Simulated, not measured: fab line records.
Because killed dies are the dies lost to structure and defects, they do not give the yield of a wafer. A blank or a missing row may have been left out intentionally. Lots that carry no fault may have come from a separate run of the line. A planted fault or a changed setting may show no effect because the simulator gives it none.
fab line records || flow sky130
record {"lots": 5, "wafers": 15, "lastDay": 50}
route steps=708 shown POLY_GATE@219 PAD_OPEN@708
lots with no fault: from the same line, run without faults
startH: the number of hours between the record's first day and the start of the first shown wafer of the lot || waitH: hours elapsed since this lot's preceding step || " repeats the value in the row above || L1.1+2: a row that stands for several wafers || - value missing, or start not given || * or withheld: withheld || < > ~ a bound
route shown NAME@n: a module of which the file shows steps, and the number in the route of the first || usual: the fault-free wafers' mean and standard deviation || same: alike in all rows || chamber/n: place in a boat || sites: per-site readings || _std_site: how widely they spread, as a standard deviation || _edge_site: outer sites' mean less inner sites' || radiusMm: for every site, how far away it sits from the centre of the wafer || mask NAME#n: copy n || behind: the last tool/chamber to shape the wafer || hold: why the lot went on hold/how many hours it stayed there/how the hold came to an end || device: transistor that didn't switch, given as n, p or np || end of line: the same wafers' tests at the end of the route || a step given without rows: its recipe and nothing more || killed: at the first sort, the dies lost to defects and structure; wafer yield is something else || map: dies across one wafer; x = killed, . = not, _ = none there
set.NAME: the setting the step ran with; set.NAME@STEP: the setting that earlier step ran with || model.NAME: the simulator's own value behind a step, which no gauge read
lots at some steps of the route; a table a step, a row a wafer
services: when a tool's chamber went out of use (startH, in hours from the record's first day, below 0 if earlier), for how many hours, and the reason
## steps
# step SKY_POLY_GATE_DEHYDRATE_05
# recipe {"tempC": 200, "timeS": 60}
# step SKY_POLY_GATE_HMDS_06
# recipe {"primeTimeS": 60, "primeTempC": 120}
# step SKY_POLY_GATE_COAT_07
# recipe {"resist": "BARC", "tempC": "withheld", "timeS": "withheld", "spinRpm": 3000, "resistThkNm": 110}
# step SKY_POLY_GATE_COAT_08
# recipe {"resist": "KrF-thick", "spinRpm": 3000, "resistThkNm": 450}
# step SKY_POLY_GATE_SOFTBAKE_09
# recipe {"tempC": 100, "timeS": 90, "resist": "KrF-thick"}
# step SKY_POLY_GATE_EXPOSE_10
# recipe {"maskId": "P1M", "na": 0.68, "sourceShape": "conventional", "sigmaOuter": 0.6, "targetCdNm": 150, "doseMj": 28}
# step SKY_POLY_GATE_PEB_11
# recipe {"pebTempC": "withheld", "pebTimeS": "withheld", "resist": "KrF-thick"}
# step SKY_POLY_GATE_DEVELOP_12
# recipe {"developTimeS": 60, "resist": "KrF-thick", "devTempC": 21}
# step SKY_POLY_GATE_CD_MEAS_13
# recipe {"targetCdNm": 150}
# usual {"cdNm": "150.2/1.4"}
{"lot.wafer": "L626.2", "tool": "cdSem-02", "chamber": "-", "startH": 377.79, "waitH": "-", "cdNm": 150.0}
{"lot.wafer": "L626.3", "tool": "cdSem-02", "chamber": "-", "startH": 377.79, "waitH": "-", "cdNm": 149.7}
{"lot.wafer": "L626.6", "tool": "cdSem-02", "chamber": "-", "startH": 377.79, "waitH": "-", "cdNm": 151.4}
{"lot.wafer": "L630.1", "tool": "cdSem-01", "chamber": "-", "startH": 423.82, "waitH": "-", "cdNm": 152.3}
{"lot.wafer": "L630.3", "tool": "cdSem-01", "chamber": "-", "startH": 423.82, "waitH": "-", "cdNm": 151.8}
{"lot.wafer": "L630.4", "tool": "cdSem-01", "chamber": "-", "startH": 423.82, "waitH": "-", "cdNm": 152.3}
{"lot.wafer": "L636.3", "tool": "cdSem-01", "chamber": "-", "startH": 476.25, "waitH": "-", "cdNm": 150.9}
{"lot.wafer": "L636.5", "tool": "cdSem-01", "chamber": "-", "startH": 476.25, "waitH": "-", "cdNm": 151.5}
{"lot.wafer": "L636.6", "tool": "cdSem-01", "chamber": "-", "startH": 476.25, "waitH": "-", "cdNm": 150.5}
{"lot.wafer": "L645.1", "tool": "cdSem-02", "chamber": "-", "startH": 565.95, "waitH": "-", "cdNm": 151.0}
{"lot.wafer": "L645.3", "tool": "cdSem-02", "chamber": "-", "startH": 565.95, "waitH": "-", "cdNm": 150.1}
{"lot.wafer": "L645.4", "tool": "cdSem-02", "chamber": "-", "startH": 565.95, "waitH": "-", "cdNm": 151.3}
{"lot.wafer": "L647.1", "tool": "cdSem-02", "chamber": "-", "startH": 571.21, "waitH": "-", "cdNm": 148.5}
{"lot.wafer": "L647.4", "tool": "cdSem-02", "chamber": "-", "startH": 571.21, "waitH": "-", "cdNm": 149.7}
{"lot.wafer": "L647.6", "tool": "cdSem-02", "chamber": "-", "startH": 571.21, "waitH": "-", "cdNm": 149.0}
# step SKY_POLY_GATE_OVL_MEAS_14
# usual {"POLY_GATE_OVL": "3/4.9"}
{"lot.wafer": "L626.2", "tool": "overlay-01", "chamber": "-", "startH": 377.90, "waitH": 0.1, "POLY_GATE_OVL[nm]": -4}
{"lot.wafer": "L626.3", "tool": "overlay-01", "chamber": "-", "startH": 377.90, "waitH": 0.1, "POLY_GATE_OVL[nm]": 2}
{"lot.wafer": "L626.6", "tool": "overlay-01", "chamber": "-", "startH": 377.90, "waitH": 0.1, "POLY_GATE_OVL[nm]": 7}
{"lot.wafer": "L630.1", "tool": "overlay-01", "chamber": "-", "startH": 423.94, "waitH": 0.1, "POLY_GATE_OVL[nm]": 2}
{"lot.wafer": "L630.3", "tool": "overlay-01", "chamber": "-", "startH": 423.94, "waitH": 0.1, "POLY_GATE_OVL[nm]": 2}
{"lot.wafer": "L630.4", "tool": "overlay-01", "chamber": "-", "startH": 423.94, "waitH": 0.1, "POLY_GATE_OVL[nm]": -7}
{"lot.wafer": "L636.3", "tool": "overlay-02", "chamber": "-", "startH": 476.34, "waitH": 0.1, "POLY_GATE_OVL[nm]": 7}
{"lot.wafer": "L636.5", "tool": "overlay-02", "chamber": "-", "startH": 476.34, "waitH": 0.1, "POLY_GATE_OVL[nm]": 7}
{"lot.wafer": "L636.6", "tool": "overlay-02", "chamber": "-", "startH": 476.34, "waitH": 0.1, "POLY_GATE_OVL[nm]": 8}
{"lot.wafer": "L645.1", "tool": "overlay-01", "chamber": "-", "startH": 566.07, "waitH": 0.1, "POLY_GATE_OVL[nm]": 0}
{"lot.wafer": "L645.3", "tool": "overlay-01", "chamber": "-", "startH": 566.07, "waitH": 0.1, "POLY_GATE_OVL[nm]": 2}
{"lot.wafer": "L645.4", "tool": "overlay-01", "chamber": "-", "startH": 566.07, "waitH": 0.1, "POLY_GATE_OVL[nm]": 2}
{"lot.wafer": "L647.1", "tool": "overlay-01", "chamber": "-", "startH": 571.33, "waitH": 0.1, "POLY_GATE_OVL[nm]": 8}
{"lot.wafer": "L647.4", "tool": "overlay-01", "chamber": "-", "startH": 571.33, "waitH": 0.1, "POLY_GATE_OVL[nm]": 11}
{"lot.wafer": "L647.6", "tool": "overlay-01", "chamber": "-", "startH": 571.33, "waitH": 0.1, "POLY_GATE_OVL[nm]": 6}
# step SKY_POLY_GATE_ETCH_15
# recipe {"chemistry": "N2/H2", "target": "BARC", "ionEnergyEv": 200, "sourceW": 500, "biasW": 100, "pressureMtorr": 30, "n2FlowSccm": 100, "h2FlowSccm": 200, "stopOn": "SiO2", "timeS": 118.5, "targetDepthA": 1100}
# usual {"biasW": "100.0/0.34", "drypumpMotorCurrentA": "5.6/0.51", "oesProductAu": "0.716/0.0047", "throttleValvePct": "13.213/0.0089"}
{"lot.wafer": "L626.2", "tool": "rieDiel-02", "chamber": 3, "startH": 377.93, "waitH": 0.0, "biasW": 100.6, "drypumpMotorCurrentA": 5.7, "oesProductAu": 0.710, "rfHoursCounterH": 106, "throttleValvePct": 13.218}
{"lot.wafer": "L626.3", "tool": "rieDiel-02", "chamber": 0, "startH": 377.93, "waitH": 0.0, "biasW": 99.8, "drypumpMotorCurrentA": 5.0, "oesProductAu": 0.722, "rfHoursCounterH": 78, "throttleValvePct": 13.224}
{"lot.wafer": "L626.6", "tool": "rieDiel-02", "chamber": 2, "startH": 377.93, "waitH": 0.0, "biasW": 100.0, "drypumpMotorCurrentA": 6.2, "oesProductAu": 0.708, "rfHoursCounterH": "-", "throttleValvePct": 13.217}
{"lot.wafer": "L630.1", "tool": "rieDiel-02", "chamber": 3, "startH": 423.98, "waitH": 0.0, "biasW": 100.9, "drypumpMotorCurrentA": 5.7, "oesProductAu": 0.725, "rfHoursCounterH": 107, "throttleValvePct": 13.225}
{"lot.wafer": "L630.3", "tool": "rieDiel-02", "chamber": 0, "startH": 423.98, "waitH": 0.0, "biasW": 100.7, "drypumpMotorCurrentA": 5.0, "oesProductAu": 0.723, "rfHoursCounterH": 79, "throttleValvePct": 13.215}
{"lot.wafer": "L630.4", "tool": "rieDiel-02", "chamber": 3, "startH": 423.98, "waitH": 0.0, "biasW": 100.2, "drypumpMotorCurrentA": 5.7, "oesProductAu": 0.715, "rfHoursCounterH": "-", "throttleValvePct": 13.211}
{"lot.wafer": "L636.3", "tool": "rieDiel-02", "chamber": 0, "startH": 476.37, "waitH": 0.0, "biasW": 100.0, "drypumpMotorCurrentA": 5.0, "oesProductAu": 0.720, "rfHoursCounterH": 80, "throttleValvePct": 13.211}
{"lot.wafer": "L636.5", "tool": "rieDiel-02", "chamber": 3, "startH": 476.37, "waitH": 0.0, "biasW": 100.0, "drypumpMotorCurrentA": 5.7, "oesProductAu": 0.716, "rfHoursCounterH": "-", "throttleValvePct": 13.211}
{"lot.wafer": "L636.6", "tool": "rieDiel-02", "chamber": 2, "startH": 476.37, "waitH": 0.0, "biasW": 99.8, "drypumpMotorCurrentA": 6.2, "oesProductAu": 0.710, "rfHoursCounterH": "-", "throttleValvePct": 13.229}
{"lot.wafer": "L645.1", "tool": "rieDiel-02", "chamber": 0, "startH": 566.11, "waitH": 0.0, "biasW": 99.2, "drypumpMotorCurrentA": 5.0, "oesProductAu": 0.716, "rfHoursCounterH": 82, "throttleValvePct": 13.203}
{"lot.wafer": "L645.3", "tool": "rieDiel-02", "chamber": 1, "startH": 566.11, "waitH": 0.0, "biasW": 100.1, "drypumpMotorCurrentA": 5.3, "oesProductAu": 0.719, "rfHoursCounterH": 54, "throttleValvePct": 13.211}
{"lot.wafer": "L645.4", "tool": "rieDiel-02", "chamber": 0, "startH": 566.11, "waitH": 0.0, "biasW": 100.0, "drypumpMotorCurrentA": 5.0, "oesProductAu": 0.714, "rfHoursCounterH": "-", "throttleValvePct": 13.217}
{"lot.wafer": "L647.1", "tool": "rieDiel-02", "chamber": 3, "startH": 571.37, "waitH": 0.0, "biasW": 100.2, "drypumpMotorCurrentA": 5.7, "oesProductAu": 0.717, "rfHoursCounterH": 3, "throttleValvePct": 13.213}
{"lot.wafer": "L647.4", "tool": "rieDiel-02", "chamber": 0, "startH": 571.37, "waitH": 0.0, "biasW": 100.0, "drypumpMotorCurrentA": 5.0, "oesProductAu": 0.720, "rfHoursCounterH": "-", "throttleValvePct": 13.217}
{"lot.wafer": "L647.6", "tool": "rieDiel-02", "chamber": 3, "startH": 571.37, "waitH": 0.0, "biasW": 99.9, "drypumpMotorCurrentA": 5.7, "oesProductAu": 0.715, "rfHoursCounterH": "-", "throttleValvePct": 13.208}
# step SKY_POLY_GATE_ETCH_16
# recipe {"stopOn": "poly-Si", "chemistry": "CH3F/O2", "target": "Si3N4", "sourceW": 400, "biasW": 80, "pressureMtorr": 25, "ch3fFlowSccm": 40, "O2_flow_sccm": 30, "timeS": 147.5, "targetDepthA": 750}
# usual {"biasW": "79.98/0.26", "drypumpMotorCurrentA": "5.6/0.5", "oesProductAu": "0.641/0.0053", "throttleValvePct": "10.536/0.009"}
{"lot.wafer": "L626.2", "tool": "rieDiel-02", "chamber": 3, "startH": 378.01, "waitH": 0.0, "biasW": 80.48, "drypumpMotorCurrentA": 5.7, "oesProductAu": 0.643, "rfHoursCounterH": 106, "throttleValvePct": 10.534}
{"lot.wafer": "L626.3", "tool": "rieDiel-02", "chamber": 0, "startH": 378.01, "waitH": 0.0, "biasW": 79.93, "drypumpMotorCurrentA": 5.0, "oesProductAu": 0.643, "rfHoursCounterH": 78, "throttleValvePct": 10.534}
{"lot.wafer": "L626.6", "tool": "rieDiel-02", "chamber": 2, "startH": 378.01, "waitH": 0.0, "biasW": 79.92, "drypumpMotorCurrentA": 6.2, "oesProductAu": 0.638, "rfHoursCounterH": "-", "throttleValvePct": 10.527}
{"lot.wafer": "L630.1", "tool": "rieDiel-02", "chamber": 3, "startH": 424.06, "waitH": 0.0, "biasW": 79.60, "drypumpMotorCurrentA": 5.7, "oesProductAu": 0.644, "rfHoursCounterH": 107, "throttleValvePct": 10.555}
{"lot.wafer": "L630.3", "tool": "rieDiel-02", "chamber": 0, "startH": 424.06, "waitH": 0.0, "biasW": 80.14, "drypumpMotorCurrentA": 5.0, "oesProductAu": 0.642, "rfHoursCounterH": 79, "throttleValvePct": 10.547}
{"lot.wafer": "L630.4", "tool": "rieDiel-02", "chamber": 3, "startH": 424.06, "waitH": 0.0, "biasW": 79.81, "drypumpMotorCurrentA": 5.7, "oesProductAu": 0.643, "rfHoursCounterH": "-", "throttleValvePct": 10.540}
{"lot.wafer": "L636.3", "tool": "rieDiel-02", "chamber": 0, "startH": 476.45, "waitH": 0.0, "biasW": 79.21, "drypumpMotorCurrentA": 5.0, "oesProductAu": 0.642, "rfHoursCounterH": 80, "throttleValvePct": 10.539}
{"lot.wafer": "L636.5", "tool": "rieDiel-02", "chamber": 3, "startH": 476.45, "waitH": 0.0, "biasW": 79.95, "drypumpMotorCurrentA": 5.7, "oesProductAu": 0.639, "rfHoursCounterH": "-", "throttleValvePct": 10.547}
{"lot.wafer": "L636.6", "tool": "rieDiel-02", "chamber": 2, "startH": 476.45, "waitH": 0.0, "biasW": 79.85, "drypumpMotorCurrentA": 6.2, "oesProductAu": 0.626, "rfHoursCounterH": "-", "throttleValvePct": 10.548}
{"lot.wafer": "L645.1", "tool": "rieDiel-02", "chamber": 0, "startH": 566.19, "waitH": 0.0, "biasW": 79.71, "drypumpMotorCurrentA": 5.0, "oesProductAu": 0.644, "rfHoursCounterH": 82, "throttleValvePct": 10.536}
{"lot.wafer": "L645.3", "tool": "rieDiel-02", "chamber": 1, "startH": 566.19, "waitH": 0.0, "biasW": 79.70, "drypumpMotorCurrentA": 5.2, "oesProductAu": 0.638, "rfHoursCounterH": 54, "throttleValvePct": 10.548}
{"lot.wafer": "L645.4", "tool": "rieDiel-02", "chamber": 0, "startH": 566.19, "waitH": 0.0, "biasW": 80.07, "drypumpMotorCurrentA": 5.0, "oesProductAu": 0.638, "rfHoursCounterH": "-", "throttleValvePct": 10.520}
{"lot.wafer": "L647.1", "tool": "rieDiel-02", "chamber": 3, "startH": 571.45, "waitH": 0.0, "biasW": 80.06, "drypumpMotorCurrentA": 5.6, "oesProductAu": 0.646, "rfHoursCounterH": 3, "throttleValvePct": 10.544}
{"lot.wafer": "L647.4", "tool": "rieDiel-02", "chamber": 0, "startH": 571.45, "waitH": 0.0, "biasW": 80.01, "drypumpMotorCurrentA": 5.0, "oesProductAu": 0.637, "rfHoursCounterH": "-", "throttleValvePct": 10.543}
{"lot.wafer": "L647.6", "tool": "rieDiel-02", "chamber": 3, "startH": 571.45, "waitH": 0.0, "biasW": 79.81, "drypumpMotorCurrentA": 5.7, "oesProductAu": 0.641, "rfHoursCounterH": "-", "throttleValvePct": 10.538}
# step SKY_POLY_GATE_ETCH_17
# recipe {"targetDepthNm": 180, "stopOn": "SiO2", "overEtchFrac": 0.56667, "chemistry": "HBr/Cl2", "target": "poly-Si", "icpW": 400, "biasW": 100, "pressureMtorr": 10, "HBr_flow_sccm": 150, "Cl2_flow_sccm": 50, "timeS": 70.5}
# usual {"biasW": "99.99/0.24", "drypumpMotorCurrentA": "5.9/0.46", "oesProductAu": "0.982/0.0092", "throttleValvePct": "33.685/0.0097"}
{"lot.wafer": "L626.2", "tool": "rieSi-01", "chamber": 0, "startH": 378.11, "waitH": 0.0, "biasW": 100.25, "drypumpMotorCurrentA": 6.4, "oesProductAu": 0.972, "rfHoursCounterH": 53, "throttleValvePct": 33.693, "model.SiO2_of_SONOS_ONO_CVD_04.thkNm": 3.889}
{"lot.wafer": "L626.3", "tool": "rieSi-01", "chamber": 1, "startH": 378.11, "waitH": 0.0, "biasW": 99.90, "drypumpMotorCurrentA": 6.0, "oesProductAu": 0.981, "rfHoursCounterH": 7, "throttleValvePct": 33.687, "model.SiO2_of_SONOS_ONO_CVD_04.thkNm": 3.954}
{"lot.wafer": "L626.6", "tool": "rieSi-01", "chamber": 0, "startH": 378.11, "waitH": 0.0, "biasW": 100.25, "drypumpMotorCurrentA": 6.4, "oesProductAu": 0.978, "rfHoursCounterH": "-", "throttleValvePct": 33.705, "model.SiO2_of_SONOS_ONO_CVD_04.thkNm": 3.904}
{"lot.wafer": "L630.1", "tool": "rieSi-02", "chamber": 3, "startH": 424.16, "waitH": 0.0, "biasW": 99.98, "drypumpMotorCurrentA": 6.0, "oesProductAu": 0.975, "rfHoursCounterH": 29, "throttleValvePct": 33.665, "model.SiO2_of_SONOS_ONO_CVD_04.thkNm": 4.166}
{"lot.wafer": "L630.3", "tool": "rieSi-02", "chamber": 2, "startH": 424.16, "waitH": 0.0, "biasW": 100.01, "drypumpMotorCurrentA": 5.8, "oesProductAu": 0.975, "rfHoursCounterH": 5, "throttleValvePct": 33.676, "model.SiO2_of_SONOS_ONO_CVD_04.thkNm": 4.207}
{"lot.wafer": "L630.4", "tool": "rieSi-02", "chamber": 1, "startH": 424.16, "waitH": 0.0, "biasW": 100.06, "drypumpMotorCurrentA": 5.4, "oesProductAu": 0.984, "rfHoursCounterH": 11, "throttleValvePct": 33.689, "model.SiO2_of_SONOS_ONO_CVD_04.thkNm": 4.276}
{"lot.wafer": "L636.3", "tool": "rieSi-02", "chamber": 2, "startH": 476.55, "waitH": 0.0, "biasW": 112.40, "drypumpMotorCurrentA": 5.8, "oesProductAu": 0.986, "rfHoursCounterH": 6, "throttleValvePct": 33.672, "model.SiO2_of_SONOS_ONO_CVD_04.thkNm": 4.009}
{"lot.wafer": "L636.5", "tool": "rieSi-02", "chamber": 3, "startH": 476.55, "waitH": 0.0, "biasW": 99.79, "drypumpMotorCurrentA": 6.0, "oesProductAu": 0.975, "rfHoursCounterH": "-", "throttleValvePct": 33.674, "model.SiO2_of_SONOS_ONO_CVD_04.thkNm": 4.029}
{"lot.wafer": "L636.6", "tool": "rieSi-02", "chamber": 0, "startH": 476.55, "waitH": 0.0, "biasW": 100.08, "drypumpMotorCurrentA": 6.2, "oesProductAu": 0.966, "rfHoursCounterH": "-", "throttleValvePct": 33.689, "model.SiO2_of_SONOS_ONO_CVD_04.thkNm": 4.088}
{"lot.wafer": "L645.1", "tool": "rieSi-01", "chamber": 2, "startH": 566.29, "waitH": 0.0, "biasW": 99.90, "drypumpMotorCurrentA": 5.0, "oesProductAu": 0.987, "rfHoursCounterH": 0, "throttleValvePct": 33.695, "model.SiO2_of_SONOS_ONO_CVD_04.thkNm": 4.195}
{"lot.wafer": "L645.3", "tool": "rieSi-01", "chamber": 3, "startH": 566.29, "waitH": 0.0, "biasW": 99.67, "drypumpMotorCurrentA": 6.5, "oesProductAu": 0.989, "rfHoursCounterH": 18, "throttleValvePct": 33.668, "model.SiO2_of_SONOS_ONO_CVD_04.thkNm": 4.281}
{"lot.wafer": "L645.4", "tool": "rieSi-01", "chamber": 0, "startH": 566.29, "waitH": 0.0, "biasW": 99.58, "drypumpMotorCurrentA": 6.4, "oesProductAu": 0.994, "rfHoursCounterH": 0, "throttleValvePct": 33.676, "model.SiO2_of_SONOS_ONO_CVD_04.thkNm": 4.4}
{"lot.wafer": "L647.1", "tool": "rieSi-02", "chamber": 0, "startH": 571.55, "waitH": 0.0, "biasW": 100.08, "drypumpMotorCurrentA": 6.2, "oesProductAu": 0.982, "rfHoursCounterH": 0, "throttleValvePct": 33.684, "model.SiO2_of_SONOS_ONO_CVD_04.thkNm": 4.174}
{"lot.wafer": "L647.4", "tool": "rieSi-02", "chamber": 2, "startH": 571.55, "waitH": 0.0, "biasW": 99.63, "drypumpMotorCurrentA": 5.8, "oesProductAu": 0.974, "rfHoursCounterH": 6, "throttleValvePct": 33.678, "model.SiO2_of_SONOS_ONO_CVD_04.thkNm": 4.167}
{"lot.wafer": "L647.6", "tool": "rieSi-02", "chamber": 0, "startH": 571.55, "waitH": 0.0, "biasW": 99.89, "drypumpMotorCurrentA": 6.2, "oesProductAu": 0.986, "rfHoursCounterH": "-", "throttleValvePct": 33.680, "model.SiO2_of_SONOS_ONO_CVD_04.thkNm": 4.103}
# step SKY_POLY_GATE_STRIP_18
# recipe {"chemistry": "O2/N2", "powerW": 1400, "pressureMtorr": 1500, "platenTempC": "withheld", "o2FlowSccm": 3000, "n2FlowSccm": 300, "overashFraction": 0.5}
# usual {"drypumpMotorCurrentA": "5.5/0.42", "oesProductAu": "0.361/0.005", "stripTimeToEndpointS": "3.18/0.059"}
{"lot.wafer": "L626.2", "tool": "plasmaAsher-03", "chamber": 0, "startH": 378.16, "waitH": 0.0, "drypumpMotorCurrentA": 6.1, "oesProductAu": 0.358, "rfHoursCounterH": 23, "stripTimeToEndpointS": 3.11}
{"lot.wafer": "L626.3", "tool": "plasmaAsher-03", "chamber": 0, "startH": 378.16, "waitH": 0.0, "drypumpMotorCurrentA": 6.1, "oesProductAu": 0.362, "rfHoursCounterH": "-", "stripTimeToEndpointS": 3.12}
{"lot.wafer": "L626.6", "tool": "plasmaAsher-03", "chamber": 0, "startH": 378.16, "waitH": 0.0, "drypumpMotorCurrentA": 6.1, "oesProductAu": 0.365, "rfHoursCounterH": "-", "stripTimeToEndpointS": 3.26}
{"lot.wafer": "L630.1", "tool": "plasmaAsher-02", "chamber": 0, "startH": 424.21, "waitH": 0.0, "drypumpMotorCurrentA": 5.7, "oesProductAu": 0.350, "rfHoursCounterH": 74, "stripTimeToEndpointS": 3.10}
{"lot.wafer": "L630.3", "tool": "plasmaAsher-02", "chamber": 0, "startH": 424.21, "waitH": 0.0, "drypumpMotorCurrentA": 5.7, "oesProductAu": 0.353, "rfHoursCounterH": "-", "stripTimeToEndpointS": 3.08}
{"lot.wafer": "L630.4", "tool": "plasmaAsher-02", "chamber": 1, "startH": 424.21, "waitH": 0.0, "drypumpMotorCurrentA": 5.8, "oesProductAu": 0.361, "rfHoursCounterH": "-", "stripTimeToEndpointS": 3.10}
{"lot.wafer": "L636.3", "tool": "plasmaAsher-03", "chamber": 1, "startH": 476.64, "waitH": 0.1, "drypumpMotorCurrentA": 5.1, "oesProductAu": 0.359, "rfHoursCounterH": "-", "stripTimeToEndpointS": 3.05}
{"lot.wafer": "L636.5", "tool": "plasmaAsher-03", "chamber": 0, "startH": 476.64, "waitH": 0.1, "drypumpMotorCurrentA": 6.1, "oesProductAu": 0.353, "rfHoursCounterH": "-", "stripTimeToEndpointS": 3.13}
{"lot.wafer": "L636.6", "tool": "plasmaAsher-03", "chamber": 1, "startH": 476.64, "waitH": 0.1, "drypumpMotorCurrentA": 5.1, "oesProductAu": 0.369, "rfHoursCounterH": "-", "stripTimeToEndpointS": 3.25}
{"lot.wafer": "L645.1", "tool": "plasmaAsher-03", "chamber": 0, "startH": 566.34, "waitH": 0.0, "drypumpMotorCurrentA": 6.1, "oesProductAu": 0.360, "rfHoursCounterH": 42, "stripTimeToEndpointS": 3.12}
{"lot.wafer": "L645.3", "tool": "plasmaAsher-03", "chamber": 1, "startH": 566.34, "waitH": 0.0, "drypumpMotorCurrentA": 5.1, "oesProductAu": 0.363, "rfHoursCounterH": "-", "stripTimeToEndpointS": 3.18}
{"lot.wafer": "L645.4", "tool": "plasmaAsher-03", "chamber": 0, "startH": 566.34, "waitH": 0.0, "drypumpMotorCurrentA": 6.1, "oesProductAu": 0.365, "rfHoursCounterH": "-", "stripTimeToEndpointS": 3.13}
{"lot.wafer": "L647.1", "tool": "plasmaAsher-03", "chamber": 1, "startH": 571.60, "waitH": 0.0, "drypumpMotorCurrentA": 5.1, "oesProductAu": 0.364, "rfHoursCounterH": 43, "stripTimeToEndpointS": 3.19}
{"lot.wafer": "L647.4", "tool": "plasmaAsher-03", "chamber": 1, "startH": 571.60, "waitH": 0.0, "drypumpMotorCurrentA": 5.1, "oesProductAu": 0.361, "rfHoursCounterH": "-", "stripTimeToEndpointS": 3.13}
{"lot.wafer": "L647.6", "tool": "plasmaAsher-03", "chamber": 1, "startH": 571.60, "waitH": 0.0, "drypumpMotorCurrentA": 5.1, "oesProductAu": 0.353, "rfHoursCounterH": "-", "stripTimeToEndpointS": 3.16}
# step SKY_PAD_OPEN_PROBE_99
# usual {"killed_at_M0_to_M3": "43/6.6", "killed_at_M4_up": "3.0/1.8", "killedAtContacts": "24/5.1", "killedAtFrontEnd": "16/4.5", "killedAtOther": "0.3/0.67", "killedDies": "86/9.3", "killedOnRim": "17/3.8", "killedOpen": "47/6.9", "killedShort": "39/6.6"}
# same {"grossDies": 492, "killedAtBackSide": 0}
{"lot.wafer": "L630.1", "tool": "prober-02", "chamber": "-", "startH": 1108.03, "waitH": 0.1, "killed_at_M0_to_M3": 43, "killed_at_M4_up": 1, "killedAtContacts": 20, "killedAtFrontEnd": 11, "killedAtOther": 0, "killedDies": 75, "killedOnRim": 17, "killedOpen": 47, "killedShort": 27}
{"lot.wafer": "L630.3", "tool": "prober-02", "chamber": "-", "startH": 1108.13, "waitH": 0.2, "killed_at_M0_to_M3": 41, "killed_at_M4_up": 4, "killedAtContacts": 26, "killedAtFrontEnd": 16, "killedAtOther": 0, "killedDies": 87, "killedOnRim": 21, "killedOpen": 45, "killedShort": 42}
{"lot.wafer": "L630.4", "tool": "prober-02", "chamber": "-", "startH": 1108.18, "waitH": 0.2, "killed_at_M0_to_M3": 32, "killed_at_M4_up": 0, "killedAtContacts": 19, "killedAtFrontEnd": 15, "killedAtOther": 0, "killedDies": 66, "killedOnRim": 13, "killedOpen": 35, "killedShort": 31}
# killed by level:class
L630.1 CONTACT:geometricParticle:open=12 VIA3:geometricParticle:open=9 VIA2:geometricParticle:open=7 VIA1:geometricParticle:open=7 LOCAL_INTERCONNECT:geometricParticle:short=4 METAL2:geometricParticle:short=4 FIELD_ISO:geometricParticle:short=3 FIELD_ISO:geometricParticle:open=3
L630.3 VIA1:geometricParticle:open=9 CONTACT:geometricParticle:short=8 VIA2:geometricParticle:open=8 CONTACT:geometricParticle:open=7 METAL2:geometricParticle:short=7 LI_CONTACT:geometricParticle:open=6 METAL1:geometricParticle:short=6 VIA3:geometricParticle:open=5
L630.4 CONTACT:geometricParticle:open=9 VIA1:geometricParticle:open=8 METAL2:geometricParticle:short=5 FIELD_ISO:geometricParticle:short=4 POLY_GATE:geometricParticle:short=4 VIA3:geometricParticle:open=4 POLY_GATE:geometricParticle:open=3 LOCAL_INTERCONNECT:geometricParticle:short=3
## services
{"tool": "rieDiel-02", "chamber": 1, "startH": 408.44, "hours": 15.8, "kind": "repair"}
{"tool": "rieSi-02", "chamber": 3, "startH": 415.90, "hours": 8.2, "kind": "repair"}
{"tool": "rieDiel-02", "chamber": 3, "startH": 424.28, "hours": "-", "kind": "clean"}
{"tool": "rieDiel-02", "chamber": 3, "startH": 424.28, "hours": 17.2, "kind": "scheduledDown"}
{"tool": "rieDiel-02", "chamber": 3, "startH": 424.28, "hours": 17.2, "kind": "ventCycle"}
{"tool": "rieSi-02", "chamber": "-", "startH": 431.30, "hours": 14.6, "kind": "pm"}
{"tool": "rieSi-01", "chamber": "-", "startH": 446.31, "hours": 31.6, "kind": "repair"}
{"tool": "rieSi-02", "chamber": 1, "startH": 470.51, "hours": 10.4, "kind": "repair"}
{"tool": "rieDiel-02", "chamber": 2, "startH": 500.01, "hours": 72.1, "kind": "repair"}
{"tool": "rieSi-01", "chamber": 0, "startH": 507.17, "hours": "-", "kind": "clean"}
{"tool": "rieSi-01", "chamber": 0, "startH": 507.17, "hours": 19.9, "kind": "scheduledDown"}
{"tool": "rieSi-01", "chamber": 0, "startH": 507.17, "hours": 19.9, "kind": "ventCycle"}
{"tool": "plasmaAsher-02", "chamber": "-", "startH": 514.95, "hours": 0.7, "kind": "repair"}
{"tool": "rieDiel-02", "chamber": "-", "startH": 516.80, "hours": 2.8, "kind": "pm"}
{"tool": "rieSi-01", "chamber": 2, "startH": 536.10, "hours": "-", "kind": "clean"}
{"tool": "rieSi-01", "chamber": 2, "startH": 536.10, "hours": 18.4, "kind": "scheduledDown"}
{"tool": "rieSi-01", "chamber": 2, "startH": 536.10, "hours": 18.4, "kind": "ventCycle"}
{"tool": "rieSi-02", "chamber": 0, "startH": 553.72, "hours": "-", "kind": "clean"}
{"tool": "rieSi-02", "chamber": 0, "startH": 553.72, "hours": 17.3, "kind": "scheduledDown"}
{"tool": "rieSi-02", "chamber": 0, "startH": 553.72, "hours": 17.3, "kind": "ventCycle"}
## key
firstSign {"step": "SKY_POLY_GATE_ETCH_17", "reading": "biasW", "direction": "up", "sigmas": 51, "usual": 99.99, "struck": 112.40}
effect none on later readings
modelEffect {"step": "SKY_POLY_GATE_ETCH_17", "value": "SiO2_of_SONOS_ONO_CVD_04.thkNm", "without": 4.054, "struck": 4.009}
metAt SKY_POLY_GATE_ETCH_17
struckWafers L636.3
testerLeftOut L636
onsetBetween 424.16 476.55
fault {"kind": "processParameterDrift", "tool": "rieSi-02", "chamber": 2, "onsetH": 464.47, "steps": "SKY_POLY_GATE_ETCH_17", "channel": "biasW", "offset": 12.409, "shape": "step", "endH": 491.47, "actsIn": "theseRecipesOnly", "stated": 100}
# testerLeftOut: of these lots the tester's yield and bins aren't shown, on N5 and GAA mostly nor the transistor test; their killed dies are dies lost to structure and defects alone, not to doping, threshold or leakage, so they don't give the yield
